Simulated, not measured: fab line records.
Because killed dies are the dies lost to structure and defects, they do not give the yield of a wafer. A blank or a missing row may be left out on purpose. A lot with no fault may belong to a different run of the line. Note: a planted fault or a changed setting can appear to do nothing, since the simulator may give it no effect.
fab line records    flow sky130
record lots=13  wafers=39  lastDay=50
route steps=708 shown FIELD_ISO@24 DNWELL@44 PWDE@49 PAD_OPEN@708
lots that met no fault: from a run of the same line without faults
startH: hours from the record's first day to the start of the lot's first wafer shown    waitH: time in hours since the lot's previous step    " as in the row above    L1.1+2: several wafers, shown together as one row    - either no value or no given start    * or withheld: withheld    < > ~ a bound
route shown NAME@n: a module of which the file shows steps, and the number in the route of the first    usual: mean/standard deviation taken from wafers without a fault    same: alike in all rows    chamber/n: place in a boat    sites: the reading at each site    _std_site: standard deviation across them    _edge_site: the outer-site mean with the inner-site mean subtracted    radiusMm: how far each site lies from the wafer's centre    mask NAME#n: copy n    behind: tool/chamber where the wafer was last shaped    hold: reason for holding the lot/hours on hold/outcome of the hold    device: which transistor (n, p or np) failed to switch    end of line: the route-end tests of the same wafers    where a step has no rows: the recipe by itself    killed: dies lost to structure and defects at the first sort, not the wafer's yield    map: shows each die of a wafer: x if killed, . if not, _ if none is there
set.NAME: the run value of the setting; set.NAME@STEP: its run value at that earlier step    model.NAME: the simulator's own value behind a step, which no gauge read
steps of the route over a sample of lots; a table a step, a row a wafer
services: the hour from which a tool's chamber was out of use, counted from the record's first day as startH (under 0 if before that day), plus the number of hours and why
## steps
# step SKY_FIELD_ISO_THK_MEAS_23
# recipe reads=SiO2_of_FIELD_ISO_OXIDATION_22
# usual FIELD_ISO_OXIDATION_01_THK=10.02/0.16
lot.wafer  tool          chamber  startH  waitH  FIELD_ISO_OXIDATION_01_THK[nm]
L765.1     filmMetro-02  -        38.87   0.0    9.82
L765.3     "             -        "       "      9.86
L765.6     "             -        "       "      9.69
L766.1     filmMetro-02  -        43.37   0.0    9.83
L766.3     "             -        "       "      9.90
L766.4     "             -        "       "      9.92
L767.1     filmMetro-02  -        46.75   0.0    9.92
L767.2     "             -        "       "      9.91
L767.5     "             -        "       "      9.99
L768.1     filmMetro-04  -        52.80   0.0    9.79
L768.3     "             -        "       "      9.75
L768.6     "             -        "       "      9.85
L771.1     filmMetro-04  -        72.44   0.0    9.93
L771.2     "             -        "       "      9.85
L771.6     "             -        "       "      9.82
L773.3     filmMetro-02  -        77.90   0.0    10.25
L773.4     "             -        "       "      10.45
L773.5     "             -        "       "      10.23
L776.3     filmMetro-03  -        94.93   0.0    10.16
L776.4     "             -        "       "      10.20
L776.6     "             -        "       "      9.90
L778.1     filmMetro-03  -        107.53  0.0    9.84
L778.3     "             -        "       "      9.72
L778.4     "             -        "       "      9.97
L779.3     filmMetro-02  -        112.91  0.0    9.96
L779.4     "             -        "       "      10.02
L779.5     "             -        "       "      10.14
L784.1     filmMetro-04  -        140.15  0.0    10.06
L784.4     "             -        "       "      9.98
L784.5     "             -        "       "      10.12
L785.2     filmMetro-02  -        143.63  0.0    10.11
L785.4     "             -        "       "      9.92
L785.5     "             -        "       "      9.78
L786.1     filmMetro-03  -        147.00  0.0    9.78
L786.5     "             -        "       "      9.92
L786.6     "             -        "       "      9.87
L787.3     filmMetro-02  -        153.35  0.0    10.03
L787.4     "             -        "       "      10.03
L787.6     "             -        "       "      10.05
# step SKY_DNWELL_TW_MEAS_09
# usual DNWELL_TW=1105/16
lot.wafer  tool          chamber  startH  waitH  DNWELL_TW
L765.1     filmMetro-04  -        60.03   0.1    1116
L765.3     "             -        "       "      1116
L765.6     "             -        "       "      1121
L766.1     filmMetro-01  -        64.60   0.1    1091
L766.3     "             -        "       "      1091
L766.4     "             -        "       "      1090
L767.1     filmMetro-01  -        68.48   0.1    1081
L767.2     "             -        "       "      1082
L767.5     "             -        "       "      1083
L768.1     filmMetro-04  -        74.50   0.1    1110
L768.3     "             -        "       "      1118
L768.6     "             -        "       "      1110
L771.1     filmMetro-03  -        96.12   0.1    1119
L771.2     "             -        "       "      1117
L771.6     "             -        "       "      1122
L773.3     filmMetro-01  -        100.90  0.1    1087
L773.4     "             -        "       "      1083
L773.5     "             -        "       "      1093
L776.3     filmMetro-01  -        120.02  0.1    1083
L776.4     "             -        "       "      1085
L776.6     "             -        "       "      1079
L778.1     filmMetro-01  -        135.30  0.1    1083
L778.3     "             -        "       "      1079
L778.4     "             -        "       "      1082
L779.3     filmMetro-03  -        140.12  0.1    1127
L779.4     "             -        "       "      1125
L779.5     "             -        "       "      1119
L785.2     filmMetro-04  -        170.64  0.1    1116
L785.4     "             -        "       "      1121
L785.5     "             -        "       "      1123
L784.1     filmMetro-03  -        170.97  0.1    1118
L784.4     "             -        "       "      1128
L784.5     "             -        "       "      1119
L786.1     filmMetro-04  -        174.68  0.1    1120
L786.5     "             -        "       "      1117
L786.6     "             -        "       "      1123
L787.3     filmMetro-03  -        180.17  0.1    1118
L787.4     "             -        "       "      1113
L787.6     "             -        "       "      1114
# step SKY_PWDE_EXPOSE_04
# recipe maskId=PWDEM  na=0.6  sourceShape=conventional  sigmaOuter=0.6  polarization=unpolarized  targetCdNm=840  doseMj=214
# usual focusOffsetNm=-0.1/0.58
lot.wafer  tool             chamber  startH  waitH  mask     focusOffsetNm
L765.1     ilineStepper-02  0        68.74   -      PWDEM#0  -0.7
L765.3     "                0        "       "      PWDEM#0  0.1
L765.6     "                0        "       "      PWDEM#0  0.9
L766.1     ilineStepper-02  0        72.60   -      PWDEM#0  0.1
L766.3     "                0        "       "      PWDEM#0  -0.1
L766.4     "                0        "       "      PWDEM#0  -0.1
L767.1     ilineStepper-01  0        76.21   -      PWDEM#0  -0.8
L767.2     "                0        "       "      PWDEM#0  -0.5
L767.5     "                0        "       "      PWDEM#0  0.0
L768.1     ilineStepper-02  0        82.68   -      PWDEM#0  0.2
L768.3     "                0        "       "      PWDEM#0  0.8
L768.6     "                0        "       "      PWDEM#0  0.5
L771.1     ilineStepper-01  0        105.96  -      PWDEM#0  -0.7
L771.2     "                0        "       "      PWDEM#0  -0.2
L771.6     "                0        "       "      PWDEM#0  0.3
L773.3     ilineStepper-01  0        110.17  -      PWDEM#0  -0.7
L773.4     "                0        "       "      PWDEM#0  -0.4
L773.5     "                0        "       "      PWDEM#0  0.2
L776.3     ilineStepper-01  0        129.92  -      PWDEM#0  -0.7
L776.4     "                0        "       "      PWDEM#0  -0.1
L776.6     "                0        "       "      PWDEM#0  -0.7
L778.1     ilineStepper-02  0        145.73  -      PWDEM#0  0.8
L778.3     "                0        "       "      PWDEM#0  -0.1
L778.4     "                0        "       "      PWDEM#0  -0.3
L779.3     ilineStepper-02  0        150.07  -      PWDEM#0  -0.6
L779.4     "                0        "       "      PWDEM#0  -0.1
L779.5     "                0        "       "      PWDEM#0  -0.5
L785.2     ilineStepper-02  0        181.05  -      PWDEM#0  -1.5
L785.4     "                0        "       "      PWDEM#0  -0.8
L785.5     "                0        "       "      PWDEM#0  -1.2
L784.1     ilineStepper-01  0        181.27  -      PWDEM#0  -0.6
L784.4     "                0        "       "      PWDEM#0  0.5
L784.5     "                0        "       "      PWDEM#0  0.8
L786.1     ilineStepper-01  0        185.52  -      PWDEM#0  0.0
L786.5     "                0        "       "      PWDEM#0  -0.1
L786.6     "                0        "       "      PWDEM#0  0.6
L787.3     ilineStepper-01  0        191.19  -      PWDEM#0  -0.3
L787.4     "                0        "       "      PWDEM#0  -0.1
L787.6     "                0        "       "      PWDEM#0  -0.2
# step SKY_PWDE_OVL_MEAS_07
# usual PWDE_OVL=0.0/1.6
lot.wafer  tool        chamber  startH  waitH  PWDE_OVL[nm]
L765.1     overlay-02  -        76.10   -      -2.7
L765.3     "           -        "       "      -1.4
L765.6     "           -        "       "      -0.1
L766.1     overlay-01  -        79.80   -      -1.7
L766.3     "           -        "       "      -0.4
L766.4     "           -        "       "      -2.6
L767.1     overlay-01  -        84.14   -      -0.3
L767.2     "           -        "       "      2.6
L767.5     "           -        "       "      0.0
L768.1     overlay-01  -        91.29   -      1.8
L768.3     "           -        "       "      1.3
L768.6     "           -        "       "      -1.7
L771.1     overlay-01  -        113.57  -      5.7
L771.2     "           -        "       "      6.1
L771.6     "           -        "       "      5.8
L773.3     overlay-02  -        118.00  -      8.8
L773.4     "           -        "       "      9.6
L773.5     "           -        "       "      9.7
L776.3     overlay-02  -        139.51  -      6.3
L776.4     "           -        "       "      8.5
L776.6     "           -        "       "      7.4
L778.1     overlay-02  -        154.17  -      -3.0
L778.3     "           -        "       "      -2.0
L778.4     "           -        "       "      -4.4
L779.3     overlay-01  -        158.88  -      1.7
L779.4     "           -        "       "      2.8
L779.5     "           -        "       "      0.4
L785.2     overlay-01  -        191.81  -      -2.6
L785.4     "           -        "       "      -1.3
L785.5     "           -        "       "      0.5
L784.1     overlay-02  -        192.15  -      -0.1
L784.4     "           -        "       "      -1.1
L784.5     "           -        "       "      -1.1
L786.1     overlay-01  -        195.70  -      2.6
L786.5     "           -        "       "      1.3
L786.6     "           -        "       "      1.6
L787.3     overlay-02  -        200.83  -      -0.1
L787.4     "           -        "       "      -0.9
L787.6     "           -        "       "      -1.0
# step SKY_PWDE_TW_MEAS_10
# usual PWDE_TW=372/5.3
lot.wafer  tool          chamber  startH  waitH  PWDE_TW
L765.1     filmMetro-04  -        76.39   0.1    373
L765.3     "             -        "       "      375
L765.6     "             -        "       "      374
L766.1     filmMetro-04  -        80.09   0.1    374
L766.3     "             -        "       "      372
L766.4     "             -        "       "      371
L767.1     filmMetro-03  -        84.42   0.1    373
L767.2     "             -        "       "      375
L767.5     "             -        "       "      376
L768.1     filmMetro-03  -        91.57   0.1    379
L768.3     "             -        "       "      377
L768.6     "             -        "       "      373
L771.1     filmMetro-03  -        113.86  0.1    374
L771.2     "             -        "       "      374
L771.6     "             -        "       "      374
L773.3     filmMetro-04  -        118.29  0.1    368
L773.4     "             -        "       "      370
L773.5     "             -        "       "      368
L776.3     filmMetro-01  -        139.81  0.1    365
L776.4     "             -        "       "      362
L776.6     "             -        "       "      363
L778.1     filmMetro-03  -        154.46  0.1    378
L778.3     "             -        "       "      379
L778.4     "             -        "       "      378
L779.3     filmMetro-04  -        159.18  0.1    374
L779.4     "             -        "       "      375
L779.5     "             -        "       "      375
L785.2     filmMetro-04  -        192.10  0.1    374
L785.4     "             -        "       "      374
L785.5     "             -        "       "      374
L784.1     filmMetro-03  -        192.44  0.1    380
L784.4     "             -        "       "      380
L784.5     "             -        "       "      381
L786.1     filmMetro-01  -        195.99  0.1    366
L786.5     "             -        "       "      366
L786.6     "             -        "       "      366
L787.3     filmMetro-01  -        201.13  0.1    365
L787.4     "             -        "       "      365
L787.6     "             -        "       "      365
# step SKY_PAD_OPEN_PROBE_99
# usual killed_at_M0_to_M3=43/7.1  killed_at_M4_up=3.2/1.7  killedAtContacts=24/5.6  killedAtFrontEnd=16/5  killedAtOther=0.4/0.68  killedDies=86/9.3  killedOpen=47/7.1  killedShort=39/5.7
# same grossDies=492  killedAtBackSide=0
lot.wafer  tool       chamber  startH   waitH  killed_at_M0_to_M3  killed_at_M4_up  killedAtContacts  killedAtFrontEnd  killedAtOther  killedDies  killedOpen  killedShort
L765.1     prober-02  -        1077.22  0.1    42                  3                26                12                0              83          40          43
L765.3     prober-02  -        1077.32  0.2    43                  2                30                22                1              98          51          46
L765.6     prober-02  -        1077.47  0.2    45                  1                24                11                0              81          44          37
L766.1     prober-01  -        1090.62  0.1    47                  7                15                22                2              93          48          45
L766.3     prober-01  -        1090.72  0.2    23                  5                22                24                2              76          40          36
L766.4     prober-01  -        1090.77  0.2    48                  7                22                14                0              91          43          47
L767.1     prober-02  -        1099.20  0.1    33                  1                18                25                0              77          46          31
L767.2     prober-02  -        1099.25  0.1    50                  2                22                10                1              85          50          34
L767.5     prober-02  -        1099.40  0.2    42                  2                20                15                0              79          42          37
L768.1     prober-01  -        1102.40  0.1    41                  5                18                15                1              80          39          39
L768.3     prober-01  -        1102.50  0.2    39                  2                12                19                0              72          34          37
L768.6     prober-01  -        1102.65  0.2    44                  7                26                10                0              87          44          43
L771.1     prober-02  -        1128.76  0.1    47                  4                42                12                0              105         60          45
L771.2     prober-02  -        1128.81  0.1    41                  4                24                24                0              93          55          38
L771.6     prober-02  -        1129.01  0.2    34                  2                28                12                0              76          46          30
L773.3     prober-02  -        1135.30  0.2    41                  2                26                10                0              79          41          38
L773.4     prober-02  -        1135.35  0.2    58                  2                15                14                1              90          56          33
L773.5     prober-02  -        1135.40  0.2    43                  3                24                9                 0              79          50          29
L776.3     prober-01  -        1154.39  0.2    55                  6                8                 12                0              81          39          42
L776.4     prober-01  -        1154.44  0.2    36                  4                13                8                 0              61          34          27
L776.6     prober-01  -        1154.54  0.2    32                  5                15                17                0              69          38          31
L778.1     prober-01  -        1167.38  0.1    41                  3                30                21                0              95          57          37
L778.3     prober-01  -        1167.48  0.2    46                  2                27                13                2              90          43          45
L778.4     prober-01  -        1167.53  0.2    44                  2                22                19                1              88          43          42
L779.3     prober-01  -        1171.76  0.2    37                  3                30                29                1              100         55          44
L779.4     prober-01  -        1171.81  0.2    34                  2                22                29                2              89          51          36
L779.5     prober-01  -        1171.86  0.2    49                  1                25                14                0              89          46          43
L785.2     prober-01  -        1192.00  0.1    49                  3                22                19                0              93          49          44
L785.4     prober-01  -        1192.10  0.2    39                  2                20                13                0              74          44          30
L785.5     prober-01  -        1192.15  0.2    48                  5                26                13                0              92          51          40
L784.1     prober-02  -        1193.78  0.1    32                  2                33                12                0              79          47          32
L784.4     prober-02  -        1193.93  0.2    36                  3                29                23                0              91          46          45
L784.5     prober-02  -        1193.98  0.2    53                  2                26                11                0              92          47          45
L787.3     prober-01  -        1199.04  0.2    35                  5                24                14                1              79          36          43
L787.4     prober-01  -        1199.09  0.2    34                  7                25                14                0              80          41          39
L787.6     prober-01  -        1199.19  0.2    42                  1                13                11                0              67          31          36
L786.1     prober-02  -        1201.82  0.1    42                  1                13                20                0              76          37          39
L786.5     prober-02  -        1202.02  0.2    35                  4                27                14                0              80          45          35
L786.6     prober-02  -        1202.07  0.2    58                  4                20                14                0              96          58          38
# killed by level:class
L765.1 CONTACT:geometricParticle:open=8 VIA1:geometricParticle:open=7 CONTACT:geometricParticle:short=6 METAL2:geometricParticle:short=6 VIA2:geometricParticle:open=5 METAL3:geometricParticle:short=5 LI_CONTACT:geometricParticle:open=5 LOCAL_INTERCONNECT:geometricParticle:short=5
L765.3 CONTACT:geometricParticle:open=12 VIA1:geometricParticle:open=10 LI_CONTACT:geometricParticle:open=9 FIELD_ISO:geometricParticle:short=8 METAL2:geometricParticle:short=8 LOCAL_INTERCONNECT:geometricParticle:short=6 VIA2:geometricParticle:open=5 FIELD_ISO:geometricParticle:open=4
L765.6 LI_CONTACT:geometricParticle:open=9 VIA2:geometricParticle:open=8 CONTACT:geometricParticle:open=7 VIA1:geometricParticle:short=7 VIA1:geometricParticle:open=6 CONTACT:geometricParticle:short=5 METAL2:geometricParticle:short=5 FIELD_ISO:geometricParticle:short=4
L766.1 VIA1:geometricParticle:open=11 POLY_GATE:geometricParticle:short=7 VIA2:geometricParticle:open=7 CONTACT:geometricParticle:open=6 FIELD_ISO:geometricParticle:open=5 METAL2:geometricParticle:short=5 VIA1:geometricParticle:short=5 METAL4:geometricParticle:short=5
L766.3 POLY_GATE:geometricParticle:open=7 FIELD_ISO:geometricParticle:open=6 LI_CONTACT:geometricParticle:open=5 CONTACT:geometricParticle:open=5 POLY_GATE:geometricParticle:short=4 LI_CONTACT:geometricParticle:short=4 METAL3:geometricParticle:short=4 CONTACT:geometricParticle:short=4
L766.4 VIA1:geometricParticle:open=16 METAL2:geometricParticle:short=8 LOCAL_INTERCONNECT:geometricParticle:short=7 CONTACT:geometricParticle:short=6 METAL4:geometricParticle:short=6 VIA2:geometricParticle:open=5 POLY_GATE:geometricParticle:short=5 LI_CONTACT:geometricParticle:open=5
L767.1 CONTACT:geometricParticle:open=10 VIA1:geometricParticle:open=8 FIELD_ISO:geometricParticle:short=7 FIELD_ISO:geometricParticle:open=5 VIA3:geometricParticle:open=5 POLY_GATE:geometricParticle:open=4 LI_CONTACT:geometricParticle:open=4 METAL1:geometricParticle:short=4
L767.2 VIA3:geometricParticle:open=13 CONTACT:geometricParticle:open=8 METAL2:geometricParticle:short=8 VIA1:geometricParticle:open=8 LI_CONTACT:geometricParticle:open=6 VIA2:geometricParticle:open=6 LOCAL_INTERCONNECT:geometricParticle:short=5 METAL1:geometricParticle:short=4
L767.5 VIA1:geometricParticle:open=13 FIELD_ISO:geometricParticle:short=6 CONTACT:geometricParticle:open=6 VIA2:geometricParticle:open=6 VIA3:geometricParticle:open=6 LI_CONTACT:geometricParticle:open=5 LOCAL_INTERCONNECT:geometricParticle:short=5 POLY_GATE:geometricParticle:short=4
L768.1 CONTACT:geometricParticle:open=8 LI_CONTACT:geometricParticle:open=6 VIA1:geometricParticle:open=6 VIA3:geometricParticle:open=6 FIELD_ISO:geometricParticle:short=5 POLY_GATE:geometricParticle:short=5 METAL1:geometricParticle:short=5 VIA1:geometricParticle:short=5
L768.3 VIA1:geometricParticle:open=10 POLY_GATE:geometricParticle:short=7 VIA3:geometricParticle:open=7 METAL1:geometricParticle:short=6 METAL2:geometricParticle:short=4 FIELD_ISO:geometricParticle:open=3 POLY_GATE:geometricParticle:open=3 LOCAL_INTERCONNECT:geometricParticle:short=3
L768.6 VIA1:geometricParticle:short=12 CONTACT:geometricParticle:open=10 VIA2:geometricParticle:open=8 VIA1:geometricParticle:open=8 LI_CONTACT:geometricParticle:open=5 CONTACT:geometricParticle:short=4 METAL4:geometricParticle:short=4 FIELD_ISO:geometricParticle:open=3
L771.1 CONTACT:geometricParticle:open=14 LI_CONTACT:geometricParticle:open=11 VIA1:geometricParticle:open=10 METAL2:geometricParticle:short=9 METAL1:geometricParticle:short=8 VIA3:geometricParticle:open=7 LOCAL_INTERCONNECT:geometricParticle:short=7 CONTACT:geometricParticle:short=6
L771.2 VIA1:geometricParticle:open=13 CONTACT:geometricParticle:open=10 FIELD_ISO:geometricParticle:short=7 FIELD_ISO:geometricParticle:open=7 LI_CONTACT:geometricParticle:open=6 METAL2:geometricParticle:short=6 METAL1:geometricParticle:short=6 CONTACT:geometricParticle:short=5
L771.6 CONTACT:geometricParticle:open=17 VIA1:geometricParticle:open=9 CONTACT:geometricParticle:short=6 VIA2:geometricParticle:open=5 VIA3:geometricParticle:short=5 VIA2:geometricParticle:short=5 FIELD_ISO:geometricParticle:open=4 VIA3:geometricParticle:open=4
L773.3 VIA1:geometricParticle:open=9 VIA2:geometricParticle:open=8 CONTACT:geometricParticle:open=7 LI_CONTACT:geometricParticle:open=7 LOCAL_INTERCONNECT:geometricParticle:short=6 METAL1:geometricParticle:short=5 VIA1:geometricParticle:short=5 LI_CONTACT:geometricParticle:short=4
L773.4 VIA2:geometricParticle:open=12 VIA1:geometricParticle:open=9 VIA3:geometricParticle:open=8 CONTACT:geometricParticle:open=7 FIELD_ISO:geometricParticle:open=6 VIA2:geometricParticle:short=6 METAL1:geometricParticle:short=4 VIA1:geometricParticle:short=4
L773.5 CONTACT:geometricParticle:open=11 VIA2:geometricParticle:open=9 VIA1:geometricParticle:open=6 VIA3:geometricParticle:open=6 METAL2:geometricParticle:short=5 FIELD_ISO:geometricParticle:open=4 LI_CONTACT:geometricParticle:open=4 METAL1:geometricParticle:short=4
L776.3 VIA3:geometricParticle:open=11 METAL2:geometricParticle:short=8 METAL1:geometricParticle:short=7 VIA1:geometricParticle:open=6 VIA3:geometricParticle:short=6 POLY_GATE:geometricParticle:short=5 VIA2:geometricParticle:open=5 METAL4:geometricParticle:short=5
L776.4 VIA1:geometricParticle:open=6 CONTACT:geometricParticle:open=5 VIA2:geometricParticle:open=5 VIA3:geometricParticle:open=5 VIA1:geometricParticle:short=4 FIELD_ISO:geometricParticle:short=3 FIELD_ISO:geometricParticle:open=3 CONTACT:geometricParticle:short=3
L776.6 VIA1:geometricParticle:open=9 CONTACT:geometricParticle:open=6 POLY_GATE:geometricParticle:short=5 METAL1:geometricParticle:short=4 VIA1:geometricParticle:short=4 METAL2:geometricParticle:short=4 VIA2:geometricParticle:open=4 VIA3:geometricParticle:open=4
L778.1 CONTACT:geometricParticle:open=11 CONTACT:geometricParticle:short=8 VIA2:geometricParticle:open=8 VIA1:geometricParticle:open=8 VIA3:geometricParticle:open=8 POLY_GATE:geometricParticle:open=6 METAL2:geometricParticle:short=5 POLY_GATE:geometricParticle:short=4
L778.3 VIA1:geometricParticle:open=13 CONTACT:geometricParticle:open=9 VIA2:geometricParticle:open=6 LOCAL_INTERCONNECT:geometricParticle:short=6 METAL2:geometricParticle:short=6 CONTACT:geometricParticle:short=6 VIA3:geometricParticle:open=6 VIA1:geometricParticle:short=5
L778.4 LI_CONTACT:geometricParticle:open=8 CONTACT:geometricParticle:open=8 VIA1:geometricParticle:open=8 METAL1:geometricParticle:short=6 VIA3:geometricParticle:open=5 FIELD_ISO:geometricParticle:short=4 POLY_GATE:geometricParticle:open=4 POLY_GATE:geometricParticle:short=4
L779.3 CONTACT:geometricParticle:open=12 VIA1:geometricParticle:open=9 FIELD_ISO:geometricParticle:open=8 FIELD_ISO:geometricParticle:short=7 LI_CONTACT:geometricParticle:open=7 VIA2:geometricParticle:open=6 METAL1:geometricParticle:short=6 POLY_GATE:geometricParticle:short=5
L779.4 VIA1:geometricParticle:open=12 FIELD_ISO:geometricParticle:open=11 POLY_GATE:geometricParticle:open=8 CONTACT:geometricParticle:open=8 FIELD_ISO:geometricParticle:short=6 VIA1:geometricParticle:short=6 CONTACT:geometricParticle:short=5 LI_CONTACT:geometricParticle:open=4
L779.5 CONTACT:geometricParticle:open=11 METAL2:geometricParticle:short=10 LI_CONTACT:geometricParticle:open=9 VIA3:geometricParticle:open=8 VIA1:geometricParticle:open=6 METAL1:geometricParticle:short=5 VIA2:geometricParticle:short=5 VIA3:geometricParticle:short=5
L785.2 VIA3:geometricParticle:open=10 VIA2:geometricParticle:open=8 FIELD_ISO:geometricParticle:short=7 LI_CONTACT:geometricParticle:open=7 CONTACT:geometricParticle:open=7 METAL1:geometricParticle:short=6 VIA1:geometricParticle:open=5 VIA3:geometricParticle:short=5
L785.4 CONTACT:geometricParticle:open=12 VIA1:geometricParticle:open=6 VIA2:geometricParticle:open=6 FIELD_ISO:geometricParticle:open=4 METAL2:geometricParticle:short=4 VIA2:geometricParticle:short=4 VIA3:geometricParticle:open=4 CONTACT:geometricParticle:short=3
L785.5 VIA1:geometricParticle:open=17 CONTACT:geometricParticle:open=8 LI_CONTACT:geometricParticle:open=6 METAL3:geometricParticle:short=6 CONTACT:geometricParticle:short=5 METAL1:geometricParticle:short=5 VIA1:geometricParticle:short=5 LOCAL_INTERCONNECT:geometricParticle:short=4
L784.1 CONTACT:geometricParticle:open=13 VIA3:geometricParticle:open=8 LI_CONTACT:geometricParticle:open=6 VIA2:geometricParticle:open=5 FIELD_ISO:geometricParticle:short=4 LOCAL_INTERCONNECT:geometricParticle:short=4 CONTACT:geometricParticle:short=4 VIA1:geometricParticle:open=4
L784.4 CONTACT:geometricParticle:open=11 METAL2:geometricParticle:short=8 VIA3:geometricParticle:open=8 FIELD_ISO:geometricParticle:short=7 VIA1:geometricParticle:open=7 CONTACT:geometricParticle:short=6 LI_CONTACT:geometricParticle:open=6 VIA1:geometricParticle:short=6
L784.5 METAL2:geometricParticle:short=13 VIA1:geometricParticle:open=11 LI_CONTACT:geometricParticle:open=10 VIA2:geometricParticle:open=10 CONTACT:geometricParticle:open=5 CONTACT:geometricParticle:short=5 FIELD_ISO:geometricParticle:short=4 VIA3:geometricParticle:short=3
L787.3 VIA1:geometricParticle:open=12 METAL2:geometricParticle:short=9 FIELD_ISO:geometricParticle:short=7 LOCAL_INTERCONNECT:geometricParticle:short=6 LI_CONTACT:geometricParticle:open=5 CONTACT:geometricParticle:open=5 CONTACT:geometricParticle:short=5 METAL4:geometricParticle:short=4
L787.4 LI_CONTACT:geometricParticle:open=8 CONTACT:geometricParticle:open=8 METAL2:geometricParticle:short=8 VIA2:geometricParticle:open=7 METAL4:geometricParticle:short=6 VIA1:geometricParticle:open=6 FIELD_ISO:geometricParticle:short=4 FIELD_ISO:geometricParticle:open=4
L787.6 VIA1:geometricParticle:open=9 CONTACT:geometricParticle:short=7 VIA1:geometricParticle:short=7 VIA3:geometricParticle:open=6 VIA2:geometricParticle:open=5 METAL1:geometricParticle:short=4 METAL2:geometricParticle:short=4 VIA2:geometricParticle:short=3
L786.1 VIA3:geometricParticle:open=10 METAL3:geometricParticle:short=7 METAL1:geometricParticle:short=6 CONTACT:geometricParticle:open=6 VIA1:geometricParticle:short=5 FIELD_ISO:geometricParticle:short=4 POLY_GATE:geometricParticle:open=4 VIA2:geometricParticle:open=4
L786.5 LI_CONTACT:geometricParticle:open=12 VIA3:geometricParticle:open=7 CONTACT:geometricParticle:short=6 POLY_GATE:geometricParticle:open=5 VIA1:geometricParticle:open=5 VIA2:geometricParticle:open=5 FIELD_ISO:geometricParticle:short=4 METAL2:geometricParticle:short=4
L786.6 VIA1:geometricParticle:open=14 VIA3:geometricParticle:open=12 LI_CONTACT:geometricParticle:open=7 CONTACT:geometricParticle:open=7 VIA2:geometricParticle:open=6 METAL2:geometricParticle:short=6 FIELD_ISO:geometricParticle:open=5 METAL3:geometricParticle:short=5
## services
tool             chamber  startH  hours  kind
ilineStepper-01  -        45.92   1.7    pm
ilineStepper-01  0        93.41   -      calibration
ilineStepper-02  0        112.22  -      calibration
ilineStepper-02  -        142.08  1.7    pm
ilineStepper-02  -        167.33  12.6   repair
## key
firstSign step=SKY_PWDE_OVL_MEAS_07  reading=PWDE_OVL  direction=up  sigmas=4.9  usual=0.0  struck=7.5
effect none on later readings
metAt SKY_PWDE_EXPOSE_04
struckLots L771,L773,L776
testerLeftOut L771,L773,L776
notActingAt SKY_FIELD_ISO_THK_MEAS_23,SKY_DNWELL_TW_MEAS_09,SKY_PWDE_TW_MEAS_10
onsetBetween 76.21 105.96
fault kind=processParameterDrift  tool=ilineStepper-01  chamber=-  onsetH=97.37  steps=SKY_PWDE_EXPOSE_04  channel=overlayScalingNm  offset=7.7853  shape=step  endH=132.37
# testerLeftOut: of these lots the tester's yield and bins aren't shown, on N5 and GAA mostly nor the transistor test; their killed dies are dies lost to structure and defects alone, not to doping, threshold or leakage, so they don't give the yield
